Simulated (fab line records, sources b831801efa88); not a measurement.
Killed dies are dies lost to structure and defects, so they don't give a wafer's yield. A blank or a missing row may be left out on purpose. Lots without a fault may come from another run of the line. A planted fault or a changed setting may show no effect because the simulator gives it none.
Which tool did it? | flow gf180mcu | 13 lots, 37 wafers sampled, at 1 step of a route of 602

WHAT THE GAUGES READ, wafer by wafer
GF_STI_THK_MEAS_04.
lot  | measured    | on            | STI_CVD_03_THK (nm)
L582 | day 1 14:39 | film_metro-01 | 203.6 205.8 205.7
L584 | day 1 23:35 | film_metro-04 | 206.9 208.7 206.4
L585 | day 2 04:34 | film_metro-01 | 209.8 209.9 211.2
L586 | day 2 10:47 | film_metro-04 | 205.2 206.8 207.4
L587 | day 2 14:51 | film_metro-03 | 207.3 206.5 207.5
L589 | day 3 01:12 | film_metro-01 | 208.4 207.3 208.8
L591 | day 3 11:48 | film_metro-04 | 208.2 207.4 205.5
L592 | day 3 17:02 | film_metro-01 | 204.0 204.4 202.7
L600 | day 5 07:34 | film_metro-03 | 206.7 206.7
L601 | day 5 12:35 | film_metro-04 | 205.9 205.6
L602 | day 5 17:34 | film_metro-03 | 206.4 208.2 206.8
L604 | day 6 03:34 | film_metro-03 | 207.3 208.4 206.7
L605 | day 6 08:52 | film_metro-04 | 208.8 210.4 207.7

WHICH TOOL RAN EACH LOT (tool, then ch and the chambers of the sampled wafers, then the start)
The record holds no process step before these readings.

WHAT THE TOOLS THEMSELVES READ (means of the sampled wafers that have a number; where no wafer has one, the mark that the record gives instead)
The record holds no such reading with a usual standard deviation.

THE ANSWER, worked out from the rows above alone
Rule: what is usual is taken from the lots themselves. Put in order of their means at a reading, lots are off if they are a third of the lots or fewer, leave a main group of 4 or more, and stand apart from it by a gap of 3 or more times the standard deviation of the main group's means; of several such gaps the widest counts. A main group whose means are all the same, to the digits that the tables above print for the reading, isn't used. A lot without any number at a reading at which 4 lots or more have one is off too. The other lots that the step has rows for count as sound. The gauges are gone through in route order, then the tools' own readings, and for those a lot's mean is taken as printed above. The first step at which some lot is off is used, and at that step the reading that is off furthest; a lot without a number counts as furthest.
No lot is off at any reading shown: from this, nothing can be told.

WHAT THE SIMULATOR HAD PUT IN
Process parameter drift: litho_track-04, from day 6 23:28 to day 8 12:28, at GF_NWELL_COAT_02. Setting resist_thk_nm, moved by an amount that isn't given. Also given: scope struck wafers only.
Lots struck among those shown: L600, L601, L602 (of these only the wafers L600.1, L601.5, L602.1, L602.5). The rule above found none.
